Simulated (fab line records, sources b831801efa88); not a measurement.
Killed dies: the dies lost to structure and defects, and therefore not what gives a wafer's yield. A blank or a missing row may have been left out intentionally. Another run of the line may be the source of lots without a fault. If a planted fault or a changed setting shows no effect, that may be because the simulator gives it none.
Which of the tools did it?    flow sky130    39 wafers from 13 lots sampled at 5 of the route's 708 steps

## WHAT THE GAUGES READ, wafer by wafer
SKY_SONOS_ONO_THK_MEAS_01.
lot   measured      on             SONOS_ONO_OXIDATION_THK (nm)
L378  day 12 17:03  film metro-02  2.64 2.71 2.69
L381  day 13 14:51  film metro-02  2.49 2.48 2.56
L383  day 14 01:23  film metro-04  2.71 2.62 2.57
L384  day 14 13:51  film metro-02  2.62 2.60 2.55
L385  day 14 17:52  film metro-03  2.50 2.59 2.57
L386  day 15 01:58  film metro-04  2.58 2.57 2.51
L387  day 15 08:17  film metro-04  2.49 2.45 2.46
L389  day 16 00:58  film metro-03  2.59 2.67 2.59
L390  day 16 07:54  film metro-03  2.56 2.58 2.55
L395  day 17 14:57  film metro-04  2.64 2.61 2.59
L397  day 18 12:01  film metro-03  2.52 2.60 2.65
L398  day 19 06:10  film metro-02  2.49 2.49 2.55
L399  day 19 08:13  film metro-03  2.59 2.63 2.64

SKY_GATE_OXIDE_THK_MEAS_02.
lot   measured      on             GATE_OXIDE_OXIDATION_00_THK (nm)
L378  day 13 23:02  film metro-02  9.94 9.98 9.89
L381  day 14 23:01  film metro-03  10.37 10.36 10.54
L383  day 15 09:42  film metro-02  9.95 10.01 9.97
L384  day 16 03:20  film metro-03  10.28 10.10 10.11
L385  day 16 04:43  film metro-03  10.43 10.40 10.33
L386  day 16 10:40  film metro-02  10.29 10.17 10.31
L387  day 16 19:08  film metro-02  10.64 10.58 10.56
L389  day 17 12:13  film metro-01  10.27 10.17 10.19
L390  day 17 20:44  film metro-03  10.22 10.28 10.23
L395  day 19 03:54  film metro-01  10.54 10.44 10.42
L397  day 20 01:50  film metro-02  10.50 10.42 10.47
L398  day 20 19:06  film metro-03  10.25 10.28 10.24
L399  day 20 21:23  film metro-03  10.29 10.39 10.55

SKY_LDD_P_TW_MEAS_11.
lot   measured      on             LDD_P_TW
L378  day 20 07:47  film metro-02  650 650 648
L381  day 21 13:27  film metro-01  629 630 634
L383  day 22 01:28  film metro-02  652 649 649
L384  day 22 21:54  film metro-03  626 627 626
L385  day 22 22:37  film metro-01  629 628 631
L386  day 23 07:24  film metro-02  649 650 646
L387  day 23 12:49  film metro-01  631 636 633
L389  day 24 10:10  film metro-01  630 632 631
L390  day 24 18:20  film metro-01  633 630 631
L395  day 26 01:27  film metro-03  631 631 635
L397  day 26 20:28  film metro-03  599 596 600
L398  day 27 12:39  film metro-02  647 648 652
L399  day 27 15:22  film metro-03  599 596 596

SKY_LDD_HVN_OVL_MEAS_07.
lot   measured      on          LDD_HVN_OVL (nm)
L378  day 21 15:06  overlay-02  2.1 0.2 1.6
L381  day 22 20:28  overlay-01  -1.2 -1.4 0.5
L383  day 23 07:55  overlay-02  0.4 0.1 -1.0
L384  day 24 04:22  overlay-01  0.3 -0.9 -0.2
L385  day 24 05:09  overlay-01  -2.4 -1.4 -0.7
L386  day 24 13:38  overlay-02  0.8 3.5 2.2
L387  day 24 18:53  overlay-02  -0.9 -0.2 -0.9
L389  day 25 16:50  overlay-01  1.3 1.5 2.4
L390  day 26 00:25  overlay-02  1.8 2.3 0.8
L395  day 27 07:08  overlay-01  1.1 1.6 2.9
L397  day 28 02:38  overlay-01  -3.3 -1.4 -3.1
L398  day 28 17:31  overlay-01  1.3 0.9 2.8
L399  day 28 20:07  overlay-02  1.1 1.5 2.7

## EACH LOT AND THE TOOL THAT RAN IT (in order: tool; ch and the chambers of the sampled wafers; start)
lot   SKY_LDD_P_IMPLANT_09
L378  implanter-04 ch 0, day 20 07:34
L381  implanter-04 ch 0, day 21 13:14
L383  implanter-02 ch 0, day 22 01:13
L384  implanter-04 ch 0, day 22 21:41
L385  implanter-02 ch 0, day 22 22:22
L386  implanter-04 ch 0, day 23 07:09
L387  implanter-04 ch 0, day 23 12:34
L389  implanter-04 ch 0, day 24 09:55
L390  implanter-01 ch 0, day 24 18:06
L395  implanter-01 ch 0, day 26 01:15
L397  implanter-04 ch 0, day 26 20:15
L398  implanter-02 ch 0, day 27 12:24
L399  implanter-04 ch 0, day 27 15:07
- SKY_LDD_P_IMPLANT_09

## WHAT THE TOOLS THEMSELVES READ (means of the sampled wafers that have a number; where no wafer has one, the mark that the record gives instead)
SKY_LDD_P_IMPLANT_09.
lot   tool          dose ions cm2  faraday current uA
L378  implanter-04  9.983e+12      55.7
L381  implanter-04  9.991e+12      57.1
L383  implanter-02  1.000e+13      57.4
L384  implanter-04  1.000e+13      56.0
L385  implanter-02  9.993e+12      54.7
L386  implanter-04  1.000e+13      57.4
L387  implanter-04  1.000e+13      57.9
L389  implanter-04  1.000e+13      56.7
L390  implanter-01  9.987e+12      57.1
L395  implanter-01  9.999e+12      56.6
L397  implanter-04  8.503e+12      48.6
L398  implanter-02  1.001e+13      56.0
L399  implanter-04  8.493e+12      48.4

## THE ANSWER, worked out from the rows above alone
Rule: the usual values come from the lots themselves. The widest of any qualifying gaps counts: lots, ordered by their means at a reading, are off when they make up no more than a third of the lots, leave a main group of 4 or more, and stand apart from it by 3 or more times the standard deviation of that group's means. If all means in a main group match to the digits the tables above print for the reading, that group is not used. A lot without any number at a reading at which 4 lots or more have one is off too. Where the step has rows for the other lots, those lots are counted as sound. First the gauges in route order, then the tools' own readings, where a lot's mean is used as printed above. At the first step where some lot is off, the reading lying furthest off is the one used; lots without a number count as furthest.
Off: at SKY_LDD_P_TW_MEAS_11 (LDD_P_TW), L397, L399. The main group: mean 637, standard deviation 9.1.
If a tool, at a process step before that reading, ran all the lots that are off and no sound lot after the first of them, it fits. Not tried: the gauges at SKY_LDD_P_TW_MEAS_11; whatever is off there is also off at SKY_LDD_P_IMPLANT_09, on other tools, and gauge error can't account for it. One fits: implanter-04 at SKY_LDD_P_IMPLANT_09. Its last sound lot is L389 (day 24 09:55), its first lot that is off L397 (day 26 20:15): a fault that began between those two fits.
The tool's own readings at SKY_LDD_P_IMPLANT_09 bear it out: on the lots that are off they differ by more than 5 times the standard deviation of the sound lots' means. dose ions cm2 reads 8.498e+12 there against 9.997e+12 on the sound lots; faraday current uA reads 48.5 there against 56.6 on the sound lots.

## WHAT WAS PUT IN BY THE SIMULATOR
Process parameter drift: implanter-04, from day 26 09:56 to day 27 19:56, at SKY_LDD_P_IMPLANT_09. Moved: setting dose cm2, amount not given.
Shown lots that were struck: L397, L399. Same finding as the rule above.
